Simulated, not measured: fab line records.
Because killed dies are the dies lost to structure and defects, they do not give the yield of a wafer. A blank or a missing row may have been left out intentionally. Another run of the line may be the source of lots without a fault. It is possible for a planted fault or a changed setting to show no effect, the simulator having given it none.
One fault seen from 2 desks :: flow sfq_line :: what lay behind the numbers comes last; until then each desk has only its own

THE METROLOGY DESK
Lot by lot, what the gauges showed, no matter which tool ran the lot: averages of those sampled wafers that carry a number. Marked OUT: a lot whose mean sits more than 4 standard deviations from the usual mean, which makes it out of limits; the brackets give that distance.
Columns: A = L0V_OVL at SFQ_L0V_OVL_MEAS_903, usual 0 nm; B = M1_NB_RS at SFQ_M1_RS_MEAS_909, usual 0.889 ohm/sq
lot: L170
first seen here: day 6 21:14
A: -1
B: 0.883

lot: L171
first seen here: day 7 09:14
A: 10
B: 0.878

lot: L172
first seen here: day 7 13:12
A: -1
B: 0.886

lot: L173
first seen here: day 8 06:13
A: 3
B: 0.876

lot: L174
first seen here: day 8 17:15
A: 0
B: 0.899

lot: L175
first seen here: day 8 22:03
A: -1
B: 0.885

lot: L176
first seen here: day 9 01:39
A: -2
B: 0.903

lot: L177
first seen here: day 9 05:15
A: 0
B: 0.891

lot: L178
first seen here: day 9 08:51
A: -0
B: 0.899

lot: L179
first seen here: day 9 12:51
A: 0
B: 0.886

lot: L182
first seen here: day 10 05:40
A: -2
B: 0.891

lot: L185
first seen here: day 11 04:53
A: -0
B: 0.946 (+5.7) OUT

lot: L187
first seen here: day 12 14:22
A: 6
B: 0.932 (+4.4) OUT

lot: L191
first seen here: day 14 09:07
A: -2
B: 0.891
This desk reports L185, L187 out of limits; the earliest was L185 at day 23 00:57 (M1_NB_RS at SFQ_M1_RS_MEAS_909). L170, L171, L172, L173, L174, L175, L176, L177, L178, L179, L182, L191 stayed within limits.

AT THE TOOL OWNER'S DESK: pvd_sputter-03
The tool's own readings at SFQ_TRILAYER_M1_DEP_SPUTTER_037 (material Nb, target thk 200 nm, time 133.3 s): means of the sampled wafers that have a number, for each lot that ran on this tool. Marked OUT: a lot whose mean sits more than 4 standard deviations from the usual mean, which makes it out of limits; the brackets give that distance.
Columns: A = throttle_valve_pct at SFQ_TRILAYER_M1_DEP_SPUTTER_037, usual 29.5 %
lot: L170
first seen here: day 15 19:34
A: 29.8

lot: L171
first seen here: day 16 21:01
A: 29.3

lot: L172
first seen here: day 17 05:25
A: 29.6

lot: L173
first seen here: day 18 06:37
A: 29.8

lot: L176
first seen here: day 19 17:04
A: 29.2

lot: L178
first seen here: day 19 23:23
A: 29.5

lot: L182
first seen here: day 21 13:18
A: 29.5

lot: L185
first seen here: day 23 00:52
A: 29.9

lot: L187
first seen here: day 23 09:56
A: 28.8
This desk's finding: nothing out of limits on any of the 9 lots.

BROUGHT TOGETHER
At day 23 00:57 the metrology desk could have sounded an alarm, on L185, L187.
Nothing out of limits was seen by the tool owner's desk.
The tool owner's desk has L185, L187 on record, within its limits.
SFQ_TRILAYER_M1_DEP_SPUTTER_037 was run on pvd_sputter-03 by each of the lots named.

WHAT THE SIMULATOR HAD INSERTED
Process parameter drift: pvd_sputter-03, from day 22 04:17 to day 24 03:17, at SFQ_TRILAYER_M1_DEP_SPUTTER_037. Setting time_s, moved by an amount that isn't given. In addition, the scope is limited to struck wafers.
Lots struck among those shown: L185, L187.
Time in hours between the start of the fault and the first out-of-limits reading at each desk: metrology desk, 21.
